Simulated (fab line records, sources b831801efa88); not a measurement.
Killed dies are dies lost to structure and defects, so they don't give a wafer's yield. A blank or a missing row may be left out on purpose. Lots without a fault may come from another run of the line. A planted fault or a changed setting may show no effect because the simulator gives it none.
Which tool did it? | flow gf180mcu | 13 lots, 39 wafers sampled, at 5 steps of a route of 602

WHAT THE GAUGES READ, wafer by wafer
GF_MVSD_TW_MEAS_11.
lot  | measured     | on            | MVSD_TW
L331 | day 4 13:04  | film_metro-04 | 1591 1585 1590
L333 | day 4 22:05  | film_metro-01 | 1572 1554 1557
L334 | day 5 02:26  | film_metro-02 | 1569 1572 1569
L335 | day 5 09:01  | film_metro-04 | 1580 1583 1589
L336 | day 5 16:04  | film_metro-02 | 1562 1567 1570
L337 | day 5 20:31  | film_metro-02 | 1567 1565 1564
L338 | day 6 02:08  | film_metro-01 | 1564 1564 1562
L339 | day 6 09:14  | film_metro-02 | 1578 1562 1569
L340 | day 6 14:19  | film_metro-02 | 1567 1577 1572
L349 | day 8 19:26  | film_metro-02 | 1573 1570 1574
L352 | day 9 15:34  | film_metro-02 | 1550 1560 1564
L353 | day 9 21:10  | film_metro-04 | 1594 1596 1597
L354 | day 10 01:33 | film_metro-04 | 1578 1577 1572

GF_VT_IMPLANT_OVL_MEAS_40.
lot  | measured     | on         | VT_IMPLANT_03_OVL (nm)
L331 | day 7 15:31  | overlay-02 | -1.2 0.8 -1.2
L333 | day 8 01:46  | overlay-01 | 0.2 1.4 -0.5
L334 | day 8 05:59  | overlay-01 | -1.5 0.2 -2.1
L335 | day 8 15:21  | overlay-02 | 0.5 -0.1 -1.3
L336 | day 8 22:55  | overlay-02 | -1.1 0.0 -1.2
L337 | day 9 04:19  | overlay-02 | 0.3 0.3 0.3
L338 | day 9 10:06  | overlay-02 | -1.1 0.5 -1.6
L339 | day 9 18:06  | overlay-02 | 0.0 -2.0 -1.3
L340 | day 10 00:25 | overlay-02 | 0.0 -0.7 0.3
L349 | day 12 14:17 | overlay-02 | - - -
L352 | day 13 12:28 | overlay-01 | -1.3 -1.4 -2.9
L353 | day 13 19:03 | overlay-01 | -0.4 -1.0 -1.1
L354 | day 14 02:00 | overlay-02 | 2.4 1.2 -0.1

GF_VT_IMPLANT_TW_MEAS_43.
lot  | measured     | on            | VT_IMPLANT_4_TW
L331 | day 7 15:49  | film_metro-03 | 682 685 680
L333 | day 8 02:04  | film_metro-04 | 692 696 694
L334 | day 8 06:17  | film_metro-01 | 685 685 684
L335 | day 8 15:38  | film_metro-03 | 676 679 679
L336 | day 8 23:13  | film_metro-04 | 695 694 690
L337 | day 9 04:36  | film_metro-03 | 685 680 685
L338 | day 9 10:23  | film_metro-04 | 692 698 695
L339 | day 9 18:23  | film_metro-04 | 692 696 697
L340 | day 10 00:42 | film_metro-04 | 690 691 688
L349 | day 12 14:34 | film_metro-03 | 30 30 30
L352 | day 13 12:45 | film_metro-04 | 693 690 691
L353 | day 13 19:20 | film_metro-03 | 689 684 686
L354 | day 14 02:17 | film_metro-04 | 694 694 696

GF_HV_LDD_OVL_MEAS_08.
lot  | measured     | on         | HV_LDD_OVL (nm)
L331 | day 10 02:20 | overlay-01 | 0.1 -1.1 0.9
L333 | day 10 16:28 | overlay-01 | -4.4 -1.5 -2.2
L334 | day 10 18:15 | overlay-01 | -2.7 -1.6 -1.7
L335 | day 11 03:47 | overlay-02 | 1.3 -0.3 -0.6
L336 | day 11 14:26 | overlay-01 | -2.8 -1.8 -0.9
L337 | day 11 21:33 | overlay-02 | -1.0 -1.0 -2.5
L338 | day 12 01:38 | overlay-02 | -2.0 -1.9 0.8
L339 | day 12 10:37 | overlay-02 | 1.3 0.6 0.4
L340 | day 12 19:37 | overlay-01 | -2.4 -1.5 -2.1
L352 | day 16 12:47 | overlay-01 | 0.2 -1.7 -0.4
L353 | day 16 23:26 | overlay-02 | 0.1 -0.8 -0.2
L354 | day 17 02:56 | overlay-01 | -2.0 -3.0 -0.8

WHICH TOOL RAN EACH LOT (tool, then ch and the chambers of the sampled wafers, then the start)
lot  | GF_VT_IMPLANT_EXPOSE_37
L331 | iline_stepper-02 ch 0, day 7 07:52
L333 | iline_stepper-02 ch 0, day 7 18:11
L334 | iline_stepper-02 ch 0, day 7 21:53
L335 | iline_stepper-02 ch 0, day 8 07:06
L336 | iline_stepper-01 ch 0, day 8 14:35
L337 | iline_stepper-02 ch 0, day 8 20:03
L338 | iline_stepper-02 ch 0, day 9 02:04
L339 | iline_stepper-02 ch 0, day 9 09:07
L340 | iline_stepper-01 ch 0, day 9 15:42
L349 | iline_stepper-02 ch 0, day 12 04:52
L352 | iline_stepper-02 ch 0, day 13 03:01
L353 | iline_stepper-01 ch 0, day 13 09:38
L354 | iline_stepper-02 ch 0, day 13 16:02
- GF_VT_IMPLANT_EXPOSE_37: exposes mask Nwell HV AREA, target cd 860 nm.

WHAT THE TOOLS THEMSELVES READ (means of the sampled wafers that have a number; where no wafer has one, the mark that the record gives instead)
GF_VT_IMPLANT_EXPOSE_37.
lot  | tool             | stage_vel_mm_s (mm/s)
L331 | iline_stepper-02 | 499.71
L333 | iline_stepper-02 | 499.92
L334 | iline_stepper-02 | 499.56
L335 | iline_stepper-02 | 500.22
L336 | iline_stepper-01 | 500.15
L337 | iline_stepper-02 | 499.98
L338 | iline_stepper-02 | 500.27
L339 | iline_stepper-02 | 499.94
L340 | iline_stepper-01 | 500.07
L349 | iline_stepper-02 | 499.88
L352 | iline_stepper-02 | 499.98
L353 | iline_stepper-01 | 500.05
L354 | iline_stepper-02 | 499.74

THE ANSWER, worked out from the rows above alone
Rule: what is usual is taken from the lots themselves. Put in order of their means at a reading, lots are off if they are a third of the lots or fewer, leave a main group of 4 or more, and stand apart from it by a gap of 3 or more times the standard deviation of the main group's means; of several such gaps the widest counts. A main group whose means are all the same, to the digits that the tables above print for the reading, isn't used. A lot without any number at a reading at which 4 lots or more have one is off too. The other lots that the step has rows for count as sound. The gauges are gone through in route order, then the tools' own readings, and for those a lot's mean is taken as printed above. The first step at which some lot is off is used, and at that step the reading that is off furthest; a lot without a number counts as furthest.
Off: L349, at GF_VT_IMPLANT_OVL_MEAS_40 (VT_IMPLANT_03_OVL). Without a number there: L349. The main group: mean -0.5 nm, standard deviation 0.77.
A tool fits if, at a process step before that reading, it ran every lot that is off, and no sound lot after the first of them. The gauges at GF_VT_IMPLANT_OVL_MEAS_40 aren't tried: what is off there is off at GF_VT_IMPLANT_TW_MEAS_43 too, on other tools, and a gauge's error can't cause that. None of those tried fits.

WHAT THE SIMULATOR HAD PUT IN
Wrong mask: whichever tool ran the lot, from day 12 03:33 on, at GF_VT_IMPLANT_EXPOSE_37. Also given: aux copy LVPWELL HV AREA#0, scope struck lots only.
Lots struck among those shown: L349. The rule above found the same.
